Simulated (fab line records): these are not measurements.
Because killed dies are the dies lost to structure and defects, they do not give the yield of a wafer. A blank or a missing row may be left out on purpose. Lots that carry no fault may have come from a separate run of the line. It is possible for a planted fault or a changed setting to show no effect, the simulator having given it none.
fab line records + flow sky130
record:
- lots: 11
- wafers: 33
- last_day: 50
route steps=708 shown SD_N@356 SD_P@359 RES_XHIGH@360 METAL1@438 VIA1@471
lots that met no fault: from a run of the same line without faults
start_h: hours from the record's opening day to when the first of the lot's shown wafers began + wait_h: hours since the lot's step before + " unchanged from the row above + L1.1+2: several wafers, shown together as one row + - no value, or no start given + * or withheld: withheld + < > ~ a bound
route shown NAME@n: names a module that has steps shown in the file, with the first one's number in the route + usual: mean/standard deviation taken from wafers without a fault + same: alike in all rows + chamber/n: place in a boat + sites: readings site by site + _std_site: the values' standard deviation + _edge_site: the outer-site mean with the inner-site mean subtracted + radius_mm: how far each site lies from the wafer's centre + mask NAME#n: copy n + behind: the tool/chamber that last shaped the wafer + hold: the reason the lot was held/the length of the hold in hours/how it ended + device: whichever transistor did not switch (one of n, p or np) + end of line: tests of these same wafers at the route's end + for a step that has no rows: nothing shown but its recipe + killed: dies that structure and defects cost at the first sort, which is not the same as the wafer's yield + map: shows each die of a wafer: x if killed, . if not, _ if none is there
set.NAME: the setting as run; set.NAME@STEP: as run at that earlier step + model.NAME: the simulator's own value behind a step, which no gauge read
one table for each step of the route and one row for each wafer, over a sample of lots
services: the hour from which a tool's chamber was out of use, counted from the record's first day as start_h (under 0 if before that day), plus the number of hours and why
== steps ==
step: SKY_SD_N_RTA_14
recipe:
- temp_c: 1075
- time_s: 2
- idle_temp_c: 650
- ramp_up_c_per_s: 150
- ramp_down_c_per_s: 90
- ambient: N2
usual:
- lamp_power_pct: 15.74/0.052
- ramp_up_c_per_s: 150.00/0.029
- wafer_temp_C_max: 1078.2/1.2
| lot.wafer | tool          | chamber | start_h | wait_h | lamp_power_pct | ramp_up_c_per_s | wafer_temp_C_max |
|-----------|---------------|---------|---------|--------|----------------|-----------------|------------------|
| L411.1    | rtp_anneal-01 | 0       | 695.38  | 0.0    | 15.71          | 149.98          | 1077.9           |
| L411.3    | "             | 0       | "       | "      | 15.86          | 150.02          | 1077.5           |
| L411.5    | "             | 0       | "       | "      | 15.72          | 149.99          | 1080.3           |
| L413.1    | rtp_anneal-01 | 0       | 704.97  | 0.0    | 15.70          | 149.98          | 1078.1           |
| L413.2    | "             | 0       | "       | "      | 15.75          | 150.02          | 1077.5           |
| L413.4    | "             | 0       | "       | "      | 15.70          | 150.06          | 1079.6           |
| L415.2    | rtp_anneal-02 | 0       | 725.64  | 0.0    | 15.67          | 150.01          | 1077.3           |
| L415.4    | "             | 0       | "       | "      | 15.71          | 149.97          | 1077.8           |
| L415.6    | "             | 0       | "       | "      | 15.73          | 149.98          | 1079.8           |
| L414.1    | rtp_anneal-01 | 0       | 726.90  | 0.0    | 15.70          | 150.03          | 1075.0           |
| L414.3    | "             | 0       | "       | "      | 15.71          | 149.97          | 1079.2           |
| L414.6    | "             | 0       | "       | "      | 15.76          | 150.04          | 1077.0           |
| L416.1    | rtp_anneal-02 | 0       | 737.72  | 0.0    | 15.67          | 150.02          | 1081.8           |
| L416.5    | "             | 0       | "       | "      | 15.76          | 149.97          | 1079.7           |
| L416.6    | "             | 0       | "       | "      | 15.65          | 149.98          | 1076.8           |
| L417.1    | rtp_anneal-01 | 0       | 741.03  | 0.0    | 16.79          | 150.02          | 1122.5           |
| L417.5    | "             | 0       | "       | "      | 16.86          | 150.04          | 1122.0           |
| L417.6    | "             | 0       | "       | "      | 16.74          | 149.94          | 1123.3           |
| L418.1    | rtp_anneal-02 | 0       | 745.87  | 0.0    | 15.79          | 150.01          | 1080.4           |
| L418.2    | "             | 0       | "       | "      | 15.71          | 149.98          | 1076.5           |
| L418.5    | "             | 0       | "       | "      | 15.73          | 150.00          | 1076.1           |
| L419.2    | rtp_anneal-01 | 0       | 751.23  | 0.0    | 16.73          | 149.97          | 1120.9           |
| L419.3    | "             | 0       | "       | "      | 16.68          | 149.96          | 1121.9           |
| L419.5    | "             | 0       | "       | "      | 16.78          | 150.00          | 1119.0           |
| L420.1    | rtp_anneal-02 | 0       | 761.23  | 0.0    | 15.71          | 149.98          | 1078.3           |
| L420.2    | "             | 0       | "       | "      | 15.68          | 150.04          | 1077.6           |
| L420.4    | "             | 0       | "       | "      | 15.82          | 150.02          | 1079.9           |
| L426.1    | rtp_anneal-02 | 0       | 800.68  | 0.0    | 15.75          | 149.95          | 1077.6           |
| L426.3    | "             | 0       | "       | "      | 15.69          | 149.97          | 1079.3           |
| L426.4    | "             | 0       | "       | "      | 15.74          | 149.98          | 1078.1           |
| L429.1    | rtp_anneal-01 | 0       | 828.43  | 0.0    | 15.70          | 149.99          | 1080.5           |
| L429.5    | "             | 0       | "       | "      | 15.74          | 149.96          | 1078.8           |
| L429.6    | "             | 0       | "       | "      | 15.78          | 149.98          | 1078.6           |
step: SKY_SD_N_RS_MEAS_16
recipe:
- thk_meas_gauge: four-point-probe
usual:
- SD_N_RS: 68.59/0.12
| lot.wafer | tool          | chamber | start_h | wait_h | SD_N_RS[ohm/sq] |
|-----------|---------------|---------|---------|--------|-----------------|
| L411.1    | film_metro-03 | -       | 695.55  | 0.1    | 68.57           |
| L411.3    | "             | -       | "       | "      | 68.47           |
| L411.5    | "             | -       | "       | "      | 68.47           |
| L413.1    | film_metro-02 | -       | 705.14  | 0.1    | 68.51           |
| L413.2    | "             | -       | "       | "      | 68.53           |
| L413.4    | "             | -       | "       | "      | 68.52           |
| L415.2    | film_metro-01 | -       | 725.82  | 0.1    | 68.40           |
| L415.4    | "             | -       | "       | "      | 68.63           |
| L415.6    | "             | -       | "       | "      | 68.60           |
| L414.1    | film_metro-01 | -       | 727.07  | 0.1    | 68.48           |
| L414.3    | "             | -       | "       | "      | 68.69           |
| L414.6    | "             | -       | "       | "      | 68.50           |
| L416.1    | film_metro-03 | -       | 737.89  | 0.1    | 68.80           |
| L416.5    | "             | -       | "       | "      | 68.69           |
| L416.6    | "             | -       | "       | "      | 68.54           |
| L417.1    | film_metro-02 | -       | 741.20  | 0.1    | 60.63           |
| L417.5    | "             | -       | "       | "      | 60.51           |
| L417.6    | "             | -       | "       | "      | 60.56           |
| L418.1    | film_metro-02 | -       | 746.04  | 0.1    | 68.56           |
| L418.2    | "             | -       | "       | "      | 68.70           |
| L418.5    | "             | -       | "       | "      | 68.73           |
| L419.2    | film_metro-01 | -       | 751.41  | 0.1    | 60.35           |
| L419.3    | "             | -       | "       | "      | 60.21           |
| L419.5    | "             | -       | "       | "      | 60.45           |
| L420.1    | film_metro-01 | -       | 761.41  | 0.1    | 68.33           |
| L420.2    | "             | -       | "       | "      | 68.45           |
| L420.4    | "             | -       | "       | "      | 68.49           |
| L426.1    | film_metro-02 | -       | 800.85  | 0.1    | 68.70           |
| L426.3    | "             | -       | "       | "      | 68.64           |
| L426.4    | "             | -       | "       | "      | 68.75           |
| L429.1    | film_metro-02 | -       | 828.60  | 0.1    | 68.78           |
| L429.5    | "             | -       | "       | "      | 68.70           |
| L429.6    | "             | -       | "       | "      | 68.68           |
step: SKY_SD_N_RS_MEAS_17
recipe:
- thk_meas_gauge: four-point-probe
usual:
- SD_P_RS: 147.1/0.33
| lot.wafer | tool          | chamber | start_h | wait_h | SD_P_RS[ohm/sq] |
|-----------|---------------|---------|---------|--------|-----------------|
| L411.1    | film_metro-03 | -       | 695.67  | 0.1    | 146.9           |
| L411.3    | "             | -       | "       | "      | 146.6           |
| L411.5    | "             | -       | "       | "      | 146.8           |
| L413.1    | film_metro-02 | -       | 705.26  | 0.1    | 147.1           |
| L413.2    | "             | -       | "       | "      | 147.0           |
| L413.4    | "             | -       | "       | "      | 146.7           |
| L415.2    | film_metro-01 | -       | 725.94  | 0.1    | 146.9           |
| L415.4    | "             | -       | "       | "      | 147.2           |
| L415.6    | "             | -       | "       | "      | 146.9           |
| L414.1    | film_metro-01 | -       | 727.19  | 0.1    | 146.9           |
| L414.3    | "             | -       | "       | "      | 147.5           |
| L414.6    | "             | -       | "       | "      | 147.5           |
| L416.1    | film_metro-03 | -       | 738.01  | 0.1    | 147.2           |
| L416.5    | "             | -       | "       | "      | 147.2           |
| L416.6    | "             | -       | "       | "      | 146.9           |
| L417.1    | film_metro-02 | -       | 741.32  | 0.1    | 108.1           |
| L417.5    | "             | -       | "       | "      | 107.6           |
| L417.6    | "             | -       | "       | "      | 107.6           |
| L418.1    | film_metro-02 | -       | 746.16  | 0.1    | 147.1           |
| L418.2    | "             | -       | "       | "      | 147.2           |
| L418.5    | "             | -       | "       | "      | 147.1           |
| L419.2    | film_metro-01 | -       | 751.53  | 0.1    | 107.9           |
| L419.3    | "             | -       | "       | "      | 108.1           |
| L419.5    | "             | -       | "       | "      | 108.2           |
| L420.1    | film_metro-01 | -       | 761.53  | 0.1    | 146.8           |
| L420.2    | "             | -       | "       | "      | 146.7           |
| L420.4    | "             | -       | "       | "      | 146.5           |
| L426.1    | film_metro-02 | -       | 800.97  | 0.1    | 147.5           |
| L426.3    | "             | -       | "       | "      | 147.6           |
| L426.4    | "             | -       | "       | "      | 147.5           |
| L429.1    | film_metro-02 | -       | 828.72  | 0.1    | 147.3           |
| L429.5    | "             | -       | "       | "      | 147.5           |
| L429.6    | "             | -       | "       | "      | 147.1           |
step: SKY_SD_N_RS_MEAS_18
recipe:
- thk_meas_gauge: four-point-probe
usual:
- RES_XHIGH_RS: 333.4/1.1
| lot.wafer | tool          | chamber | start_h | wait_h | RES_XHIGH_RS[ohm/sq] |
|-----------|---------------|---------|---------|--------|----------------------|
| L411.1    | film_metro-03 | -       | 695.79  | 0.1    | 333.6                |
| L411.3    | "             | -       | "       | "      | 332.8                |
| L411.5    | "             | -       | "       | "      | 332.7                |
| L413.1    | film_metro-02 | -       | 705.38  | 0.1    | 333.6                |
| L413.2    | "             | -       | "       | "      | 332.9                |
| L413.4    | "             | -       | "       | "      | 332.4                |
| L415.2    | film_metro-01 | -       | 726.06  | 0.1    | 332.4                |
| L415.4    | "             | -       | "       | "      | 332.7                |
| L415.6    | "             | -       | "       | "      | 333.3                |
| L414.1    | film_metro-01 | -       | 727.31  | 0.1    | 334.3                |
| L414.3    | "             | -       | "       | "      | 335.2                |
| L414.6    | "             | -       | "       | "      | 334.3                |
| L416.1    | film_metro-03 | -       | 738.13  | 0.1    | 334.1                |
| L416.5    | "             | -       | "       | "      | 333.8                |
| L416.6    | "             | -       | "       | "      | 333.1                |
| L417.1    | film_metro-02 | -       | 741.44  | 0.1    | 329.2                |
| L417.5    | "             | -       | "       | "      | 329.5                |
| L417.6    | "             | -       | "       | "      | 329.4                |
| L418.1    | film_metro-02 | -       | 746.28  | 0.1    | 333.6                |
| L418.2    | "             | -       | "       | "      | 333.7                |
| L418.5    | "             | -       | "       | "      | 333.0                |
| L419.2    | film_metro-01 | -       | 751.65  | 0.1    | 330.3                |
| L419.3    | "             | -       | "       | "      | 331.5                |
| L419.5    | "             | -       | "       | "      | 331.1                |
| L420.1    | film_metro-01 | -       | 761.65  | 0.1    | 334.4                |
| L420.2    | "             | -       | "       | "      | 335.4                |
| L420.4    | "             | -       | "       | "      | 333.2                |
| L426.1    | film_metro-02 | -       | 801.09  | 0.1    | 333.3                |
| L426.3    | "             | -       | "       | "      | 332.0                |
| L426.4    | "             | -       | "       | "      | 332.7                |
| L429.1    | film_metro-02 | -       | 828.84  | 0.1    | 336.4                |
| L429.5    | "             | -       | "       | "      | 334.7                |
| L429.6    | "             | -       | "       | "      | 336.0                |
step: SKY_METAL1_SPUTTER_04
recipe:
- material: TiN
- target_thk_nm: 70
- power_w: 6500
- time_s: 58.3
- chamber_pressure_pa: 0.3877
usual:
- throttle_valve_pct: 30.2/0.88
| lot.wafer | tool           | chamber | start_h | wait_h | throttle_valve_pct |
|-----------|----------------|---------|---------|--------|--------------------|
| L411.1    | pvd_sputter-01 | -       | 780.85  | 0.0    | 29.3               |
| L411.3    | "              | -       | "       | "      | 28.5               |
| L411.5    | "              | -       | "       | "      | 30.3               |
| L413.1    | pvd_sputter-03 | -       | 791.11  | 0.0    | 29.7               |
| L413.2    | "              | -       | "       | "      | 30.8               |
| L413.4    | "              | -       | "       | "      | 30.9               |
| L415.2    | pvd_sputter-03 | -       | 810.86  | 0.0    | 30.8               |
| L415.4    | "              | -       | "       | "      | 29.9               |
| L415.6    | "              | -       | "       | "      | 30.9               |
| L414.1    | pvd_sputter-03 | -       | 812.20  | 0.0    | 29.7               |
| L414.3    | "              | -       | "       | "      | 30.8               |
| L414.6    | "              | -       | "       | "      | 31.0               |
| L416.1    | pvd_sputter-03 | -       | 823.43  | 0.0    | 29.4               |
| L416.5    | "              | -       | "       | "      | 29.8               |
| L416.6    | "              | -       | "       | "      | 29.5               |
| L417.1    | pvd_sputter-01 | -       | 825.86  | 0.0    | 29.3               |
| L417.5    | "              | -       | "       | "      | 31.8               |
| L417.6    | "              | -       | "       | "      | 30.4               |
| L418.1    | pvd_sputter-03 | -       | 830.59  | 0.0    | 29.5               |
| L418.2    | "              | -       | "       | "      | 30.7               |
| L418.5    | "              | -       | "       | "      | 30.9               |
| L419.2    | pvd_sputter-01 | -       | 835.73  | 0.0    | 28.7               |
| L419.3    | "              | -       | "       | "      | 30.1               |
| L419.5    | "              | -       | "       | "      | 28.6               |
| L420.1    | pvd_sputter-02 | -       | 846.80  | 0.0    | 31.1               |
| L420.2    | "              | -       | "       | "      | 30.9               |
| L420.4    | "              | -       | "       | "      | 29.4               |
| L426.1    | pvd_sputter-01 | -       | 886.68  | 0.0    | 30.2               |
| L426.3    | "              | -       | "       | "      | 29.5               |
| L426.4    | "              | -       | "       | "      | 30.3               |
| L429.1    | pvd_sputter-01 | -       | 911.66  | 0.0    | 30.3               |
| L429.5    | "              | -       | "       | "      | 31.7               |
| L429.6    | "              | -       | "       | "      | 30.4               |
step: SKY_VIA1_OVL_MEAS_13
usual:
- VIA1_OVL: 0/4.9
| lot.wafer | tool       | chamber | start_h | wait_h | VIA1_OVL[nm] |
|-----------|------------|---------|---------|--------|--------------|
| L411.1    | overlay-01 | -       | 836.09  | 0.1    | -1           |
| L411.3    | "          | -       | "       | "      | -3           |
| L411.5    | "          | -       | "       | "      | 4            |
| L413.1    | overlay-01 | -       | 846.99  | 0.1    | 3            |
| L413.2    | "          | -       | "       | "      | 4            |
| L413.4    | "          | -       | "       | "      | 6            |
| L415.2    | overlay-02 | -       | 866.54  | 0.1    | -5           |
| L415.4    | "          | -       | "       | "      | -5           |
| L415.6    | "          | -       | "       | "      | -8           |
| L414.1    | overlay-01 | -       | 868.48  | 0.1    | 0            |
| L414.3    | "          | -       | "       | "      | 2            |
| L414.6    | "          | -       | "       | "      | 3            |
| L416.1    | overlay-02 | -       | 878.82  | 0.1    | -4           |
| L416.5    | "          | -       | "       | "      | -4           |
| L416.6    | "          | -       | "       | "      | -13          |
| L417.1    | overlay-01 | -       | 879.98  | 0.1    | -7           |
| L417.5    | "          | -       | "       | "      | -3           |
| L417.6    | "          | -       | "       | "      | -4           |
| L418.1    | overlay-02 | -       | 885.25  | 0.1    | 6            |
| L418.2    | "          | -       | "       | "      | 10           |
| L418.5    | "          | -       | "       | "      | 4            |
| L419.2    | overlay-01 | -       | 889.99  | 0.1    | -3           |
| L419.3    | "          | -       | "       | "      | -1           |
| L419.5    | "          | -       | "       | "      | -2           |
| L420.1    | overlay-01 | -       | 899.98  | 0.1    | -9           |
| L420.2    | "          | -       | "       | "      | -12          |
| L420.4    | "          | -       | "       | "      | -6           |
| L426.1    | overlay-01 | -       | 938.19  | 0.1    | 9            |
| L426.3    | "          | -       | "       | "      | 8            |
| L426.4    | "          | -       | "       | "      | 6            |
| L429.1    | overlay-01 | -       | 963.35  | 0.1    | 2            |
| L429.5    | "          | -       | "       | "      | 8            |
| L429.6    | "          | -       | "       | "      | 1            |
step: SKY_VIA1_ETCH_14
recipe:
- chemistry: N2/H2
- target: BARC
- ion_energy_ev: 200
- source_w: 500
- bias_w: 96.45
- pressure_mtorr: 30
- n2_flow_sccm: 100
- h2_flow_sccm: 200
- stop_on: SiO2
- time_s: 45.9
- target_depth_a: 600
usual:
- drypump_motor_current_A: 5.9/0.48
- oes_product_au: 0.854/0.0048
- rf_fwd_power_W: 494.8/2.4
- throttle_valve_pct: 13.225/0.0092
| lot.wafer | tool        | chamber | start_h | wait_h | drypump_motor_current_A | oes_product_au | rf_fwd_power_W | rf_hours_counter_h | throttle_valve_pct |
|-----------|-------------|---------|---------|--------|-------------------------|----------------|----------------|--------------------|--------------------|
| L411.1    | rie_diel-04 | 0       | 836.12  | 0.0    | 6.4                     | 0.852          | 493.6          | 19                 | 13.227             |
| L411.3    | "           | 1       | "       | "      | 5.6                     | 0.853          | 498.5          | 9                  | 13.213             |
| L411.5    | "           | 0       | "       | "      | 6.3                     | 0.853          | 494.2          | -                  | 13.242             |
| L413.1    | rie_diel-03 | 3       | 847.02  | 0.0    | 5.5                     | 0.856          | 491.1          | 5                  | 13.216             |
| L413.2    | "           | 1       | "       | "      | 5.0                     | 0.853          | 494.4          | 7                  | 13.215             |
| L413.4    | "           | 0       | "       | "      | 6.0                     | 0.854          | 500.7          | 9                  | 13.213             |
| L415.2    | rie_diel-03 | 0       | 866.57  | 0.0    | 6.0                     | 0.846          | 496.8          | 10                 | 13.226             |
| L415.4    | "           | 1       | "       | "      | 5.0                     | 0.856          | 495.2          | 7                  | 13.222             |
| L415.6    | "           | 0       | "       | "      | 6.0                     | 0.858          | 496.1          | -                  | 13.232             |
| L414.1    | rie_diel-02 | 2       | 868.52  | 0.0    | 5.8                     | 0.854          | 493.0          | 3                  | 13.238             |
| L414.3    | "           | 3       | "       | "      | 6.0                     | 0.859          | 492.2          | 2                  | 13.214             |
| L414.6    | "           | 0       | "       | "      | 6.7                     | 0.850          | 493.4          | -                  | 13.235             |
| L416.1    | rie_diel-04 | 1       | 878.85  | 0.0    | 5.6                     | 0.851          | 497.0          | 11                 | 13.224             |
| L416.5    | "           | 2       | "       | "      | 5.6                     | 0.857          | 494.3          | -                  | 13.221             |
| L416.6    | "           | 1       | "       | "      | 5.6                     | 0.847          | 498.0          | -                  | 13.235             |
| L417.1    | rie_diel-02 | 2       | 880.02  | 0.0    | 5.9                     | 0.855          | 495.4          | 3                  | 13.217             |
| L417.5    | "           | 3       | "       | "      | 6.0                     | 0.863          | 487.3          | -                  | 13.219             |
| L417.6    | "           | 0       | "       | "      | 6.8                     | 0.852          | 496.0          | -                  | 13.248             |
| L418.1    | rie_diel-04 | 3       | 885.28  | 0.0    | 6.2                     | 0.857          | 497.0          | 9                  | 13.224             |
| L418.2    | "           | 1       | "       | "      | 5.6                     | 0.845          | 498.2          | 11                 | 13.246             |
| L418.5    | "           | 0       | "       | "      | 6.3                     | 0.852          | 499.1          | -                  | 13.230             |
| L419.2    | rie_diel-03 | 2       | 890.02  | 0.0    | 5.4                     | 0.851          | 493.4          | 10                 | 13.221             |
| L419.3    | "           | 1       | "       | "      | 5.0                     | 0.859          | 494.6          | 8                  | 13.233             |
| L419.5    | "           | 3       | "       | "      | 5.5                     | 0.858          | 491.9          | -                  | 13.234             |
| L420.1    | rie_diel-04 | 3       | 900.02  | 0.0    | 6.2                     | 0.850          | 495.0          | 10                 | 13.227             |
| L420.2    | "           | 1       | "       | "      | 5.6                     | 0.859          | 499.0          | 12                 | 13.229             |
| L420.4    | "           | 2       | "       | "      | 5.5                     | 0.857          | 496.7          | 10                 | 13.237             |
| L426.1    | rie_diel-03 | 1       | 938.22  | 0.0    | 5.0                     | 0.857          | 496.9          | 8                  | 13.228             |
| L426.3    | "           | 3       | "       | "      | 5.5                     | 0.859          | 491.7          | 7                  | 13.221             |
| L426.4    | "           | 0       | "       | "      | 6.0                     | 0.857          | 499.4          | 11                 | 13.213             |
| L429.1    | rie_diel-04 | 3       | 963.38  | 0.0    | 6.2                     | 0.856          | 497.0          | 12                 | 13.228             |
| L429.5    | "           | 1       | "       | "      | 5.6                     | 0.869          | 497.6          | -                  | 13.211             |
| L429.6    | "           | 3       | "       | "      | 6.2                     | 0.853          | 495.1          | -                  | 13.223             |
== services ==
| tool           | chamber | start_h | hours | kind   |
|----------------|---------|---------|-------|--------|
| rie_diel-04    | -       | 687.04  | 2.8   | pm     |
| rie_diel-03    | 0       | 707.39  | 6.2   | repair |
| rtp_anneal-01  | -       | 709.40  | 5.5   | pm     |
| rie_diel-03    | 3       | 716.67  | 3.8   | repair |
| rie_diel-04    | 1       | 732.65  | 8.5   | repair |
| rie_diel-03    | 0       | 744.74  | 3.4   | repair |
| rie_diel-03    | 0       | 753.20  | 2.8   | repair |
| rie_diel-03    | -       | 770.86  | 0.6   | repair |
| rtp_anneal-01  | -       | 778.33  | 1.5   | pm     |
| rie_diel-04    | -       | 780.78  | 1.4   | repair |
| rie_diel-03    | 3       | 783.68  | 11.3  | repair |
| pvd_sputter-03 | -       | 785.90  | 0.6   | repair |
| rie_diel-03    | 3       | 800.81  | 5.6   | repair |
| pvd_sputter-01 | -       | 801.92  | 4.3   | repair |
| rie_diel-03    | 3       | 806.83  | 8.4   | repair |
| pvd_sputter-03 | -       | 808.86  | 1.8   | repair |
| rie_diel-04    | 2       | 839.32  | 27.9  | repair |
| pvd_sputter-01 | -       | 853.17  | 3.4   | repair |
| rie_diel-03    | 3       | 871.47  | 2.9   | repair |
| pvd_sputter-01 | -       | 905.09  | 2.3   | repair |
| pvd_sputter-03 | -       | 917.65  | 5.4   | repair |
| rie_diel-04    | 3       | 925.11  | 9.0   | repair |
| pvd_sputter-03 | -       | 958.88  | 1.4   | repair |
| rie_diel-04    | 0       | 959.41  | 66.6  | repair |
== key ==
first_sign:
- step: SKY_SD_N_RTA_14
- reading: wafer_temp_C_max
- direction: up
- sigmas: 35
- usual: *
- struck: *
effect:
- step: SKY_SD_N_RTA_14
- reading: lamp_power_pct
- direction: up
- sigmas: 20
- usual: 15.74
- struck: 16.76
effect:
- step: SKY_SD_N_RS_MEAS_16
- reading: SD_N_RS
- direction: down
- sigmas: 67
- usual: 68.59
- struck: 60.45
effect:
- step: SKY_SD_N_RS_MEAS_17
- reading: SD_P_RS
- direction: down
- sigmas: 99+
- usual: 147.1
- struck: 107.9
effect:
- step: SKY_SD_N_RS_MEAS_18
- reading: RES_XHIGH_RS
- direction: down
- sigmas: 2.9
- usual: 333.4
- struck: 330.2
met_at SKY_SD_N_RTA_14
struck_lots L417,L419
tester_left_out L417,L419
not_acting_at SKY_METAL1_SPUTTER_04,SKY_VIA1_OVL_MEAS_13,SKY_VIA1_ETCH_14
onset_between 726.90 741.03
fault:
- kind: process_parameter_drift
- tool: rtp_anneal-01
- chamber: -
- onset_h: 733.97
- steps: SKY_SD_N_RTA_14
- channel: temp_c
- offset: *
- shape: step
- end_h: 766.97
- acts_in: *
- stated: *
tester_left_out: of these lots the tester's yield and bins aren't shown, on N5 and GAA mostly nor the transistor test; their killed dies are dies lost to structure and defects alone, not to doping, threshold or leakage, so they don't give the yield
